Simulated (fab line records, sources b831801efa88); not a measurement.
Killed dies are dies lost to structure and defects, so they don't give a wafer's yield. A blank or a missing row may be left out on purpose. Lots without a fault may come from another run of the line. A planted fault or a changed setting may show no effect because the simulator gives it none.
A struck lot beside a sound one | flow sky130 | 38 steps out of a route of 708
Sound: wafers L728.3, L728.4, L728.6. Struck: wafers L745.2, L745.3, L745.4. The cause comes at the end.
At each step with rows: each side's tool, then ch and its chambers, then its first start. Under that, the readings that differ: sound wafers | struck wafers | difference of the means | sigmas: that difference in standard deviations of wafers without a fault.
alike: readings whose means differ by less than 2 such deviations, and words and numbers that are the same on both sides. not compared: withheld readings, readings that some wafer has no value for, bounds like >300 that may hide the same value, and numbers for which the record gives no deviation and whose values overlap.
The two part at a step that has a row with sigmas, a row that says differs or no value, or rows on one side only. Numbers that don't overlap but have no deviation are shown without sigmas and don't part them. A reading that every wafer of one side lacks parts them only if that side has two wafers or more.

first, 9 steps without rows for these wafers: SKY_VIA2_SPUTTER_20 (material TiN, target thk 20 nm, time 80 s); SKY_VIA2_CVD_21 (deposits W, target thk 420 nm, time 126.4 s); SKY_VIA2_CMP_24 (polishes, stops on SiO2, t overpolish 20 s, target thk 0 nm); SKY_METAL3_SPUTTER_00 (material Ti, target thk 15 nm, time 10 s); SKY_METAL3_SPUTTER_01 (material TiN, target thk 20 nm, time 16.7 s); SKY_METAL3_SPUTTER_02 (material AlCu, target thk 735 nm, time 39.1 s); SKY_METAL3_SPUTTER_03 (material Ti, target thk 5 nm, time 3.3 s); SKY_METAL3_SPUTTER_04 (material TiN, target thk 70 nm, time 58.3 s); SKY_CAPM_CVD_00 (deposits SiO2, target thk 15.5 nm).
SKY_CAPM_SPUTTER_02: material TiN, target thk 200 nm, time 166.7 s.
  sound on pvd_sputter-04, day 37 20:31; struck on pvd_sputter-04, day 42 02:42
  reading                                  | sound             | struck            | difference | sigmas
  model.TiN_of_CAPM_SPUTTER_02.thk_nm (nm) | 201.4 198.7 200.9 | 175.2 176.4 177.7 | -23.9      |
  alike: substrate_temp_c, throttle_valve_pct
SKY_CAPM_RS_MEAS_03: measures by four-point-probe.
  sound on film_metro-03, day 37 20:40; struck on film_metro-01, day 42 02:50
  reading              | sound          | struck         | difference | sigmas
  CAPM_TIN_RS (ohm/sq) | 6.86 6.96 6.88 | 7.95 7.87 7.82 | +0.98      | +14
SKY_CAPM_THK_MEAS_04: measures by xrf.
  sound on film_metro-03, day 37 20:46; struck on film_metro-01, day 42 02:56
  reading           | sound             | struck            | difference | sigmas
  CAPM_TIN_THK (nm) | 198.9 195.1 197.3 | 171.9 173.9 174.4 | -23.7      | -11
then, 7 steps without rows for these wafers: SKY_CAPM_DEHYDRATE_05 (time 60 s); SKY_CAPM_HMDS_06 (prime time 60 s); SKY_CAPM_COAT_07 (resist thk 1140 nm); SKY_CAPM_SOFTBAKE_08 (time 60 s); SKY_CAPM_EXPOSE_09 (exposes mask CAPM, target cd 1000 nm); SKY_CAPM_PEB_10; SKY_CAPM_DEVELOP_11 (develop time 60 s).
SKY_CAPM_METAL_ETCH_13: etches TiN in Cl2/BCl3, stops on SiO2, target depth 220 nm, time 62.9 s.
  sound on rie_metal-02 ch 0,1, day 38 21:54; struck on rie_metal-01 ch 0,1, day 43 01:56
  reading                | sound                | struck               | difference | sigmas
  oes_product_au (a.u.)  | 0.941 0.934 0.940    | 0.875 0.870 0.885    | -0.062     | -10
  throttle_valve_pct (%) | 21.907 21.891 21.879 | 21.956 21.939 21.935 | +0.051     | +5
  alike: drypump_motor_current_A, mfc_cl2_sccm
  not compared: rf_hours_counter_h
then, 16 steps without rows for these wafers: SKY_CAPM_STRIP_14 (strips in O2/N2); SKY_CAPM_STRIP_15 (strips in post etch residue remover, time 1200 s); SKY_CAPM_CLEAN_16 (cleans in IPA, time 180 s); SKY_CAPM_CLEAN_17 (cleans in O3/DIW); SKY_METAL3_DEHYDRATE_05 (time 60 s); SKY_METAL3_HMDS_06 (prime time 60 s); SKY_METAL3_COAT_07 (resist thk 60 nm); SKY_METAL3_COAT_08 (resist thk 1140 nm); SKY_METAL3_SOFTBAKE_09 (time 90 s); SKY_METAL3_EXPOSE_10 (exposes mask MM3, target cd 300 nm); SKY_METAL3_PEB_11; SKY_METAL3_DEVELOP_12 (develop time 60 s); SKY_METAL3_DESCUM_15 (chemistry O2, time 8 s); SKY_METAL3_ETCH_16 (etches BARC in N2/H2, stops on SiO2, time 88.2 s, target depth 60 nm); SKY_METAL3_ETCH_17 (etches SiO2 in C4F8/O2/Ar, stops on TiN, time 3.9 s, target depth 15 nm); SKY_METAL3_METAL_ETCH_18 (etches the open film in Cl2/BCl3, stops on SiO2, target depth 845 nm, time 183.1 s).
SKY_METAL3_STRIP_20: strips in post etch residue remover, time 1200 s.
  sound on wet_bench-02 ch 2, day 40 00:32; struck on wet_bench-04 ch 0, day 44 02:02
  reading                                  | sound             | struck            | difference | sigmas
  model.TiN_of_CAPM_SPUTTER_02.thk_nm (nm) | 200.6 197.8 200.1 | 174.3 175.6 176.8 | -23.9      |
-- the record jumps here: 6 days lie between the struck wafers' starts before and after (it left off in module METAL3 and takes up again in module PAD_OPEN, whose first step shown is number 708 of the route) --
SKY_PAD_OPEN_PROBE_99:
  sound on prober-02, day 46 23:34; struck on prober-01, day 50 06:49
  reading                              | sound                | struck               | difference | sigmas
  model.etest.cap_mim.plate_ohm_sq     | 5.962 6.091 5.997    | 6.863 6.791 6.793    | +0.799     |
  model.etest.cap_mim.bv_v (V)         | 14.53 14.97 14.15    | 13.57 13.53 13.09    | -1.15      |
  model.etest.cap_mim.leak_log10_a_cm2 | -9.152 -9.178 -9.252 | -8.754 -8.808 -8.537 | +0.494     |
  alike: defect_limited_yield, killed_at_M0_to_M3, killed_at_M4_up, killed_at_contacts, killed_at_front_end, killed_at_other, killed_dies, killed_open, killed_short, sort_bin_3_pad_short, sort_bin_5_function, sort_bin_6_memory, sort_n_pass, sort_yield_pct

WHERE THEY PART
First at SKY_CAPM_RS_MEAS_03; last, within this record, at SKY_CAPM_METAL_ETCH_13. Later steps at which nothing parts them and some readings are alike: SKY_PAD_OPEN_PROBE_99.

WHY: what the simulator had put in
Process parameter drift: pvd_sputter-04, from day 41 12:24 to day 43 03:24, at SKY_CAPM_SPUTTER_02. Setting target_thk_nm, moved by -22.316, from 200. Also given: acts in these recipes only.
